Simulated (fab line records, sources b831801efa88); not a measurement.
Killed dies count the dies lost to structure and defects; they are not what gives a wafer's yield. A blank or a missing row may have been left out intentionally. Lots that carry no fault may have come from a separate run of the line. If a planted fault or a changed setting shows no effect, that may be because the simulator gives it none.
Which tool was responsible? ; flow sky130 ; 30 wafers from 10 lots sampled at 6 of the route's 708 steps

WHAT THE GAUGES READ, wafer by wafer
SKY_SD_P_CD_MEAS_07: target cd 380 nm.
lot;measured;on;cd nm (nm)
L898;day 25 18:11;cd sem-01;379 379 379
L904;day 28 01:37;cd sem-01;384 382 382
L906;day 29 00:31;cd sem-02;382 381 378
L910;day 29 17:22;cd sem-01;380 379 378
L912;day 31 07:46;cd sem-01;381 380 382
L913;day 31 12:57;cd sem-02;378 376 377
L915;day 31 20:49;cd sem-01;378 380 380
L917;day 32 02:55;cd sem-01;385 386 387
L918;day 32 16:29;cd sem-01;380 380 379
L920;day 33 04:14;cd sem-02;383 385 382

SKY_SD_P_OVL_MEAS_08.
lot;measured;on;SD_P_OVL (nm)
L898;day 25 18:17;overlay-02;0.7 -0.4 -1.4
L904;day 28 01:44;overlay-01;2.1 3.4 -1.0
L906;day 29 00:38;overlay-02;-0.2 -0.1 0.7
L910;day 29 17:29;overlay-02;0.6 0.3 1.8
L912;day 31 07:53;overlay-01;0.0 1.1 -0.1
L913;day 31 13:04;overlay-02;-1.4 -0.4 -0.9
L915;day 31 20:56;overlay-02;-1.8 -0.2 -0.8
L917;day 32 03:02;overlay-01;0.2 -0.7 0.9
L918;day 32 16:35;overlay-01;-0.3 1.0 -0.9
L920;day 33 04:20;overlay-01;-1.0 -4.5 -2.4

SKY_METAL5_RS_MEAS_05: the measuring method here is four-point-probe.
lot;measured;on;METAL5_ALCU_RS (ohm/sq)
L898;day 43 03:03;film metro-04;0.02692 0.02696 0.02698
L904;day 44 22:18;film metro-04;0.02678 0.02683 0.02672
L906;day 45 11:51;film metro-03;0.02701 0.02701 0.02695
L910;day 46 03:59;film metro-03;0.0268 0.02688 0.02684
L912;day 47 05:38;film metro-02;0.02678 0.05844 0.02702
L913;day 47 12:18;film metro-03;0.02684 0.0599 0.05895
L915;day 47 19:40;film metro-03;0.05855 0.0583 0.0271
L917;day 48 00:52;film metro-04;0.02694 0.02713 0.02727
L918;day 48 06:08;film metro-03;0.02694 0.02715 0.0272
L920;day 48 16:10;film metro-03;0.02672 0.02681 0.02672

SKY_METAL5_THK_MEAS_06: measures by xrf.
lot;measured;on;METAL5_ALCU_THK (nm)
L898;day 43 03:09;film metro-04;1150 1157 1152
L904;day 44 22:25;film metro-04;1160 1159 1176
L906;day 45 11:58;film metro-03;1138 1141 1144
L910;day 46 04:06;film metro-03;1159 1160 1156
L912;day 47 05:46;film metro-02;1161 537 1164
L913;day 47 12:25;film metro-03;1169 524 533
L915;day 47 19:47;film metro-03;537 535 1154
L917;day 48 00:59;film metro-04;1152 1149 1142
L918;day 48 06:14;film metro-03;1148 1147 1143
L920;day 48 16:16;film metro-03;1161 1153 1154

TOOL THAT RAN EACH LOT (tool first, then ch and the chambers of the sampled wafers, then the start)
lot;SKY_SD_P_STRIP_10;SKY_METAL5_SPUTTER_02
L898;plasma asher-03 ch 0,1, day 25 18:29;pvd sputter-03, day 43 02:54
L904;plasma asher-03 ch 0,1, day 28 01:55;pvd sputter-03, day 44 22:11
L906;plasma asher-04 ch 0,1, day 29 00:49;pvd sputter-03, day 45 11:44
L910;plasma asher-03 ch 0,1, day 29 17:40;pvd sputter-03, day 46 03:52
L912;plasma asher-03 ch 0,1, day 31 08:04;pvd sputter-03, day 47 05:31
L913;plasma asher-01 ch 0,1, day 31 13:16;pvd sputter-03, day 47 12:11
L915;plasma asher-03 ch 0,1, day 31 21:07;pvd sputter-03, day 47 19:32
L917;plasma asher-01 ch 0,1, day 32 03:13;pvd sputter-04, day 48 00:45
L918;plasma asher-01 ch 0,1, day 32 16:46;pvd sputter-04, day 48 05:59
L920;plasma asher-04 ch 0,1, day 33 04:31;pvd sputter-04, day 48 16:01
- SKY_SD_P_STRIP_10: strips in O2/N2.
- SKY_METAL5_SPUTTER_02: material AlCu, target thk 1150 nm, time 61.2 s.

WHAT THE TOOLS THEMSELVES READ (means of the sampled wafers that have a number; where no wafer has one, the mark that the record gives instead)
SKY_SD_P_STRIP_10.
lot;tool;drypump motor current A (A);oes product au (a.u.);strip time to endpoint s (s)
L898;plasma asher-03;5.92;0.621;17.52
L904;plasma asher-03;5.87;0.615;17.51
L906;plasma asher-04;5.85;0.622;17.52
L910;plasma asher-03;5.92;0.618;17.47
L912;plasma asher-03;5.88;0.617;17.49
L913;plasma asher-01;5.59;0.615;17.55
L915;plasma asher-03;5.88;0.618;17.48
L917;plasma asher-01;5.59;0.617;17.49
L918;plasma asher-01;5.41;0.619;17.54
L920;plasma asher-04;5.82;0.616;17.51

SKY_METAL5_SPUTTER_02.
lot;tool;cathode dc power W (W);throttle valve pct (%)
L898;pvd sputter-03;10601;30.6
L904;pvd sputter-03;10602;29.5
L906;pvd sputter-03;10599;29.9
L910;pvd sputter-03;10601;30.2
L912;pvd sputter-03;10600;29.8
L913;pvd sputter-03;10599;29.4
L915;pvd sputter-03;10601;29.9
L917;pvd sputter-04;10601;29.0
L918;pvd sputter-04;10598;28.3
L920;pvd sputter-04;10602;28.6

THE ANSWER, worked out from the rows above alone
Rule: what is usual is taken from the lots themselves. Put in order of their means at a reading, lots are off if they are a third of the lots or fewer, leave a main group of 4 or more, and stand apart from it by a gap of 3 or more times the standard deviation of the main group's means; of several such gaps the widest counts. The tables above print the reading to a certain number of digits; a main group whose means all agree to those digits is not used. A lot without any number at a reading at which 4 lots or more have one is off too. Any other lot the step has rows for is counted as sound. Order of review: gauges by route order, followed by the tools' own readings, for which a lot's mean as printed above is used. At the first step where some lot is off, the reading lying furthest off is the one used; lots without a number count as furthest.
Off: L912, L913, L915, at SKY_METAL5_RS_MEAS_05 (METAL5_ALCU_RS). The main group has a mean of 0.02693 ohm/sq with a standard deviation of 0.00014.
A tool fits if, at a process step before that reading, it ran every lot that is off, and no sound lot after the first of them. The gauges at SKY_METAL5_RS_MEAS_05 are tried like those tools. One fits: pvd sputter-03 at SKY_METAL5_SPUTTER_02. Its last sound lot is L910 (day 46 03:52), its first lot that is off L912 (day 47 05:31): a fault that began between those two fits.

WHAT HAD BEEN PUT IN BY THE SIMULATOR
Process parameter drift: pvd sputter-03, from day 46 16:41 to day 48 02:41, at SKY_METAL5_SPUTTER_02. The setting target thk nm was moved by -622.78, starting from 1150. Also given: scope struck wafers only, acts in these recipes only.
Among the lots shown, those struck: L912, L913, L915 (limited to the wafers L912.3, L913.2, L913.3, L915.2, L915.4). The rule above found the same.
